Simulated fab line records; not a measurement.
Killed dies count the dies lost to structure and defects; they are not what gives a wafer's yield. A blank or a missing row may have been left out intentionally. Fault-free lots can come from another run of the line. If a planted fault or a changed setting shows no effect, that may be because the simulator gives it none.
A struck lot beside a sound one	flow sky130	17 out of 708 route steps
Sound: wafers L275.1, L275.2, L275.6. Struck: wafers L268.2, L268.3, L268.5. The cause comes at the end.
Per side, at each step with rows, come the tool, then ch with its chambers, and then its first start. Under that, the readings that differ: sound wafers	struck wafers	difference of the means	sigmas: that difference in standard deviations of wafers without a fault.
alike: same words and numbers on both sides, and readings whose means sit less than 2 such deviations apart. not compared: any withheld reading, any reading some wafer has no value for, any bound like >300 that may hide the same value, and any number with overlapping values for which the record gives no deviation.
A row with sigmas, a row that says differs or no value, or rows on one side alone: a step with any of these is where the two part. Numbers that don't overlap but have no deviation are shown without sigmas and don't part them. A reading missing from all wafers of one side parts the sides only when that side holds two or more wafers.

SKY_VIA3_CMP_02: polishes SiO2.
  sound on cmp-01 ch 0,1,2, day 44 00:37; struck on cmp-02 ch 0,1,2, day 42 06:38
  alike: motor current A
SKY_VIA3_BOW_MEAS_03:
  sound on film metro-01 at day 44 00:49; struck on film metro-01 at day 42 06:51
  alike: VIA3_BOW
then, 8 steps without rows for these wafers: SKY_VIA3_DEHYDRATE_04 (time 60 s); SKY_VIA3_HMDS_05 (prime time 60 s); SKY_VIA3_COAT_06 (resist thk 60 nm); SKY_VIA3_COAT_07 (resist thk 450 nm); SKY_VIA3_SOFTBAKE_08 (time 90 s); SKY_VIA3_EXPOSE_09 (exposes mask VIM3, target cd 200 nm); SKY_VIA3_PEB_10; SKY_VIA3_DEVELOP_11 (develop time 60 s).
SKY_VIA3_CD_MEAS_12 targets a cd of 200 nm.
  sound on cd sem-01 at day 44 22:52; struck on cd sem-01 at day 43 06:08
  alike: cd nm
SKY_VIA3_OVL_MEAS_13:
  sound on overlay-02 at day 44 22:59; struck on overlay-01 at day 43 06:14
  alike: VIA3_OVL
SKY_VIA3_ETCH_14: etches BARC in N2/H2, stops on SiO2, time 45.9 s, target depth 60 nm.
  sound on rie diel-03 ch 0,1,3, day 44 23:01; struck on rie diel-01 ch 0,2,3, day 43 06:16
reading	sound	struck	difference	sigmas
rf fwd power W (W)	496.3 493.6 497.0	577.4 574.1 572.1	+78.9	+36
throttle valve pct (%)	13.226 13.212 13.206	13.239 13.237 13.226	+0.019	+2
model.KrF-thick_of_VIA3_COAT_07.thk nm (nm)	391.9 396 393	386.8 386.4 385.6	-7.4	
  alike: drypump motor current A, oes product au
  not compared: rf hours counter h
SKY_VIA3_ETCH_15: etches SiO2 in C4F8/O2/Ar, stops on TiN, target depth 507 nm, time 78 s.
  sound on rie diel-03 ch 0,1,3, day 44 23:04; struck on rie diel-01 ch 0,2,3, day 43 06:19
reading	sound	struck	difference	sigmas
model.KrF-thick_of_VIA3_COAT_07.thk nm (nm)	288.8 295.9 293.4	282.4 284.7 282.3	-9.6	
  alike: oes product au, rf fwd power W
  not compared: rf hours counter h
SKY_VIA3_STRIP_16: strips in O2/N2.
  sound on plasma asher-03 ch 0,1, day 44 23:07; struck on plasma asher-03 ch 0,1, day 43 06:22
reading	sound	struck	difference	sigmas
strip time to endpoint s (s)	4.12 4.17 4.15	4.03 4.06 4.04	-0.10	-3
  alike: drypump motor current A, oes product au
  not compared: rf hours counter h
then, 2 steps without rows for these wafers: SKY_VIA3_STRIP_17 (strips in post etch residue remover, time 1200 s); SKY_PAD_OPEN_PROBE_99.

== WHERE THEY PART ==
First at SKY_VIA3_ETCH_14; last, within this record, at SKY_VIA3_STRIP_16.

WHY: what had been put in by the simulator
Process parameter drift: rie diel-01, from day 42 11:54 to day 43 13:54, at SKY_VIA3_ETCH_14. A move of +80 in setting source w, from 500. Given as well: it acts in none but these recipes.
